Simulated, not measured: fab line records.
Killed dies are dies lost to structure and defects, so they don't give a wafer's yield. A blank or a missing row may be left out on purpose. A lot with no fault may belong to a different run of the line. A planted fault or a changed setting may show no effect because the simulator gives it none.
A lot that was struck, set against a sound lot	flow sky130	15 out of 708 route steps
Sound: wafers L380.3, L380.5, L380.6. Struck: wafers L382.3, L382.4, L382.6. The cause is given at the end.
At each step with rows: each side's tool, then ch and its chambers, then its first start. Under that, the readings that differ: sound wafers	struck wafers	difference of the means	sigmas: that difference in standard deviations of wafers without a fault.
alike: a reading whose means differ by less than 2 such deviations, as well as words and numbers matching on both sides. not compared: withheld readings; readings where some wafer has no value; bounds like >300 that might hide an equal value; numbers whose values overlap and for which the record gives no deviation.
A row with sigmas, a row that says differs or no value, or rows on one side alone: a step with any of these is where the two part. Non-overlapping numbers with no deviation appear without sigmas and do not part them. A reading missing from all wafers of one side parts the sides only when that side holds two or more wafers.

first, 7 steps without rows for these wafers: SKY_LOCAL_INTERCONNECT_HMDS_04 (prime time 60 s); SKY_LOCAL_INTERCONNECT_COAT_05 (resist thk 60 nm); SKY_LOCAL_INTERCONNECT_COAT_06 (resist thk 450 nm); SKY_LOCAL_INTERCONNECT_SOFTBAKE_07 (time 90 s); SKY_LOCAL_INTERCONNECT_EXPOSE_08 (exposes mask LI1M, target cd 170 nm); SKY_LOCAL_INTERCONNECT_PEB_09; SKY_LOCAL_INTERCONNECT_DEVELOP_10 (develop time 60 s).
SKY_LOCAL_INTERCONNECT_CD_MEAS_11 targets a cd of 170 nm.
  sound on cd-sem-02 at day 31 03:52; struck on cd-sem-01 at day 31 12:08
  alike: cd-nm
SKY_LOCAL_INTERCONNECT_OVL_MEAS_12:
  sound on overlay-02 at day 31 03:58; struck on overlay-02 at day 31 12:13
  alike: LOCAL_INTERCONNECT_OVL
SKY_LOCAL_INTERCONNECT_ETCH_13: etches BARC in N2/H2, stops on SiO2, time 45.9 s, target depth 60 nm.
  sound on rie-metal-03 ch 0,1, day 31 04:00; struck on rie-metal-02 ch 0,1, day 31 12:16
reading	sound	struck	difference	sigmas
bias-w (W)	100.17 100.50 100.07	99.43 99.77 99.79	-0.58	-2
  alike: drypump-motor-current-A, oes-product-au, rf-fwd-power-W, throttle-valve-pct
  not compared: rf-hours-counter-h
SKY_LOCAL_INTERCONNECT_METAL_ETCH_14: etches TiN in Cl2/BCl3, stops on PSG, target depth 110 nm, time 31.4 s.
  sound on rie-metal-03 ch 0,1, day 31 04:04; struck on rie-metal-02 ch 0,1, day 31 12:19
  alike: bias-w, drypump-motor-current-A, oes-product-au, rf-fwd-power-W, throttle-valve-pct
  not compared: rf-hours-counter-h
SKY_LOCAL_INTERCONNECT_STRIP_15: strips in O2/N2.
  sound on plasma-asher-03 ch 0,1, day 31 04:08; struck on plasma-asher-03 ch 0,1, day 31 12:23
  alike: chamber-pressure-mTorr, drypump-motor-current-A, oes-product-au, strip-time-to-endpoint-s
  not compared: rf-hours-counter-h
SKY_LOCAL_INTERCONNECT_STRIP_16: strips in post etch residue remover, time 1200 s.
  sound on wet-bench-04 ch 2, day 31 04:12; struck on wet-bench-04 ch 1, day 31 12:28
  no value came back on the struck wafers for bath-guard-temp-C (C), bath-heat-duty-pct (%), temp-c (C); on the sound wafers bath-guard-temp-C (C) reads 71.6 72.0 71.9
then, 1 step without rows for these wafers: SKY_LOCAL_INTERCONNECT_CLEAN_17 (cleans in IPA, time 180 s).
-- here the record skips 15 days between the struck wafers' starts before and after, leaving off in module LOCAL_INTERCONNECT and picking up in module PAD_OPEN (first step shown: number 708 of the route) --
SKY_PAD_OPEN_PROBE_99:
  sound on prober-01 at day 46 07:08; struck on prober-02 at day 46 16:56
  alike: killed_at_M0_to_M3, killed_at_M4_up, killed-at-contacts, killed-at-front-end, killed-at-other, killed-dies, killed-on-rim, killed-open, killed-short

== WHERE THEY PART ==
First at SKY_LOCAL_INTERCONNECT_ETCH_13; last, within this record, at SKY_LOCAL_INTERCONNECT_STRIP_16. Later steps at which nothing parts them and some readings are alike: SKY_PAD_OPEN_PROBE_99.

WHY: whatever the simulator had introduced
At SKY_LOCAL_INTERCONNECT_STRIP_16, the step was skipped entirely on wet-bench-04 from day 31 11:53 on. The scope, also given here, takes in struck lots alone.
